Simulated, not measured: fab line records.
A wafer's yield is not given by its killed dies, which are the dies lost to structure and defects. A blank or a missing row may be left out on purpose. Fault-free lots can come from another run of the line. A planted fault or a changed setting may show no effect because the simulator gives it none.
Code-filled problem report in 8D (eight disciplines) form || flow sfqLine || the parts of the form that need people (team, actions taken, sign-off) are left out

## 1. WHAT IS WRONG
Wafers free of any fault read 0.885 ohm/sq (standard deviation 0.0092) for M0_NB_RS at SFQ_M0_RS_MEAS_904, against a mean of 1.060 ohm/sq on 5 wafers of 3 lots. Measured from the usual mean, that is +19 standard deviations.
The step: measures by four-point-probe.
First seen on wafer L612.2, day 10 01:46, on filmMetro-03. The record has a number at this step for 45 wafers belonging to 15 lots. By rule, "out" or "out of limits" means more than 4 standard deviations away from the usual mean. The rest of the wafers with a number are treated as sound.

## 2. WHAT THIS IS AND IS NOT
{"question": "which readings at this step", "is": "M0_NB_RS", "is not": "-"}
{"question": "which lots", "is": "L612, L614, L616", "is not": "L607, L611, L613, L620, L621, L622, L623, L624, L625, L626, L627, L629"}
{"question": "which wafers of those lots", "is": "L612.2, L612.6, L614.2, L616.1, L616.2", "is not": "L612.4, L614.4, L614.5, L616.4"}
{"question": "read on which gauges", "is": "filmMetro-03", "is not": "filmMetro-01, filmMetro-04"}
{"question": "when", "is": "from day 10 01:46", "is not": "up to then (7 sound wafers); but 33 sound wafers of L613, L614, L616, L620, L621, L622, L623, L624, L625, L626, L627, L629 came after"}

## 3. WHAT RULES OUT EACH SUSPECT
Counting: any tool at a process step up to the reading remains a suspect provided it ran every lot that is out. Sound lots after the first of them don't rule it out here, since some wafers of a struck lot are sound.
- the gauge at SFQ_M0_RS_MEAS_904 has been ruled out. All the wafers that are out were read on filmMetro-03, but those of them that SFQ_TRILAYER_M0_ETCH_METAL_ETCH_024 has rows for are out there too, on other tools.
- pvdSputter-04 at SFQ_TRILAYER_M0_DEP_SPUTTER_019 (material Nb, target thk 200 nm, time 133.3 s): kept. Every lot that is out went through it, the first being L612 (day 10 01:40); the last sound lot it ran before that was L607 (day 8 02:30).
After counting, what remains is pvdSputter-04 at SFQ_TRILAYER_M0_DEP_SPUTTER_019.

## 4. THE CAUSE (what the simulator had put in)
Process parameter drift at SFQ_TRILAYER_M0_DEP_SPUTTER_019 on pvdSputter-04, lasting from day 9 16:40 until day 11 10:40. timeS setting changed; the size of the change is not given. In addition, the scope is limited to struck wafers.
The count eliminated every tool but this one.

## 5. THE CHAIN OF EFFECTS, in route order
Each row: a reading whose mean over the struck wafers that have a number lies more than 3 standard deviations from the usual. Only readings whose record carries a usual standard deviation are examined. hours: median over the lots of the time between each lot's start at the first step of this table that gives one and its start at this step. sigmas: the change, counted in usual standard deviations.
{"hours": 0, "step": "SFQ_M0_RS_MEAS_904", "reading": "M0_NB_RS", "usual": "0.885 ohm/sq", "on struck wafers": 1.060, "change": "+0.175", "sigmas": "+19"}
{"hours": 122, "step": "SFQ_TRILAYER_M0_ETCH_METAL_ETCH_024", "reading": "oesProductAu", "usual": "0.896 a.u.", "on struck wafers": 0.815, "change": -0.081, "sigmas": -11}
It contains these process steps:
- SFQ_TRILAYER_M0_ETCH_METAL_ETCH_024: etches Nb in Cl2/Ar, stops on SiO2, target depth 240 nm, time 120 s.
Later steps that measure or inspect, where all struck wafers having a row at the step show a number for every such reading and not one has moved that far: SFQ_I6_BOW_MEAS_941.

## 6. HOW IT WOULD HAVE BEEN CAUGHT EARLIER
Counted from the fault's start at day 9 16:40, it took 9 hours until the first out-of-limits reading at a measuring or inspecting step in this record, taken at day 10 01:46.
Of the tool readings at SFQ_TRILAYER_M0_DEP_SPUTTER_019 for which the record gives a usual standard deviation, none was out on any struck wafer, so an alarm limit of 4 standard deviations on them would not have fired.
Lots out: 3; of these, L614, L616 started SFQ_TRILAYER_M0_DEP_SPUTTER_019 on pvdSputter-04 after day 10 01:46. A hold on the tool at that time would have spared those 2.
